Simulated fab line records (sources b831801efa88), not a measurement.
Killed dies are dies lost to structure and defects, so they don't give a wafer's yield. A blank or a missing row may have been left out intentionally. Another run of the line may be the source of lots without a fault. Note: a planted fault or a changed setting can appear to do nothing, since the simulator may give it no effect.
Which of the tools did it? -- flow sfqLine -- 14 lots with 42 wafers sampled at 2 steps, on a route of 325 steps

== WHAT THE GAUGES READ, wafer by wafer ==
The record holds no reading of a measuring or inspecting step that can be judged against a usual standard deviation.

== TOOL THAT RAN EACH LOT (tool first, then ch and the chambers of the sampled wafers, then the start) ==
lot,SFQ_TRILAYER_I3_DEP_PECVD_081,SFQ_TRILAYER_I3_CMP_CMP_082
L620,"pecvd-01 ch 0,2, day 46 15:59","cmp-01 ch 1,2,3, day 46 16:58"
L621,"pecvd-02 ch 0,2, day 46 23:00","cmp-01 ch 0,1,2, day 47 00:05"
L623,"pecvd-03 ch 0,1,2, day 48 16:57","cmp-01 ch 0,1, day 48 19:14"
L625,"pecvd-02 ch 0,1,2, day 49 10:41","cmp-02 ch 1,2, day 49 14:37"
L626,"pecvd-01 ch 0,1,2, day 50 07:13","cmp-02 ch 0,1,2, day 50 09:07"
L629,"pecvd-03 ch 0,2, day 51 06:08","cmp-01 ch 0,1,2, day 51 09:38"
L630,"pecvd-03 ch 0,1,2, day 51 18:08","cmp-02 ch 0,2,3, day 51 19:01"
L631,"pecvd-03 ch 0,1,2, day 51 22:56","cmp-02 ch 0,1,2, day 52 01:01"
L632,"pecvd-02 ch 1,2, day 52 08:32","cmp-02 ch 0,1, day 52 13:01"
L638,"pecvd-01 ch 0,1,2, day 54 12:11","cmp-02 ch 0,1,3, day 54 15:54"
L639,"pecvd-02 ch 0,1, day 54 13:38","cmp-02 ch 0,1, day 54 17:24"
L640,"pecvd-02 ch 0,1,2, day 55 01:39","cmp-01 ch 1,2,3, day 55 01:44"
L641,"pecvd-03 ch 0,2, day 55 13:50","cmp-02 ch 0,1,3, day 55 16:40"
L642,"pecvd-01 ch 0,1, day 55 19:26","cmp-02 ch 1,2, day 55 20:03"
- SFQ_TRILAYER_I3_DEP_PECVD_081: deposits SiO2 from SiH4/N2O, time 111.11 s, target thk 500 nm.
- SFQ_TRILAYER_I3_CMP_CMP_082: polishes SiO2.

== AS READ BY THE TOOLS THEMSELVES (means over the sampled wafers that have a number; for cases with no such wafer, the mark the record gives instead) ==
SFQ_TRILAYER_I3_DEP_PECVD_081.
lot,tool,heaterPowerW (W),runLengthS (s),throttleValvePct (%)
L620,pecvd-01,67,138.8,26.2
L621,pecvd-02,81,139.1,24.8
L623,pecvd-03,69,139.2,23.1
L625,pecvd-02,87,138.9,25.3
L626,pecvd-01,68,139.2,25.8
L629,pecvd-03,74,139.5,23.1
L630,pecvd-03,62,149.1,23.5
L631,pecvd-03,66,148.8,23.6
L632,pecvd-02,83,139.0,24.9
L638,pecvd-01,69,139.1,26.2
L639,pecvd-02,83,138.3,26.0
L640,pecvd-02,87,138.9,25.4
L641,pecvd-03,64,139.0,24.4
L642,pecvd-01,76,139.6,25.4

SFQ_TRILAYER_I3_CMP_CMP_082.
lot,tool,motorCurrentA (A),timeToEndpointS (s)
L620,cmp-01,10.4,209
L621,cmp-01,10.8,215
L623,cmp-01,10.0,216
L625,cmp-02,10.2,220
L626,cmp-02,9.9,219
L629,cmp-01,10.8,211
L630,cmp-02,10.1,252
L631,cmp-02,9.7,250
L632,cmp-02,10.1,217
L638,cmp-02,10.2,222
L639,cmp-02,10.0,221
L640,cmp-01,10.4,213
L641,cmp-02,10.5,222
L642,cmp-02,10.3,228

== THE ANSWER, worked out from the rows above alone ==
Rule: usual is defined by the lots themselves. The widest of any qualifying gaps counts: lots, ordered by their means at a reading, are off when they make up no more than a third of the lots, leave a main group of 4 or more, and stand apart from it by 3 or more times the standard deviation of that group's means. If all means in a main group match to the digits the tables above print for the reading, that group is not used. Also off: a lot with no number at a reading for which 4 or more lots have one. Any other lot the step has rows for is counted as sound. Order of review: gauges by route order, followed by the tools' own readings, for which a lot's mean as printed above is used. At the first step where some lot is off, the reading lying furthest off is the one used; lots without a number count as furthest.
Off, at SFQ_TRILAYER_I3_DEP_PECVD_081 on runLengthS: L630, L631. Main group: mean 139.1 s, sd 0.32.
If a tool, at that step or one of the process steps before it, ran each lot that is off and ran no sound lot following the first of them, it fits. No candidate that was tried fits.

== WHAT THE SIMULATOR HAD INSERTED ==
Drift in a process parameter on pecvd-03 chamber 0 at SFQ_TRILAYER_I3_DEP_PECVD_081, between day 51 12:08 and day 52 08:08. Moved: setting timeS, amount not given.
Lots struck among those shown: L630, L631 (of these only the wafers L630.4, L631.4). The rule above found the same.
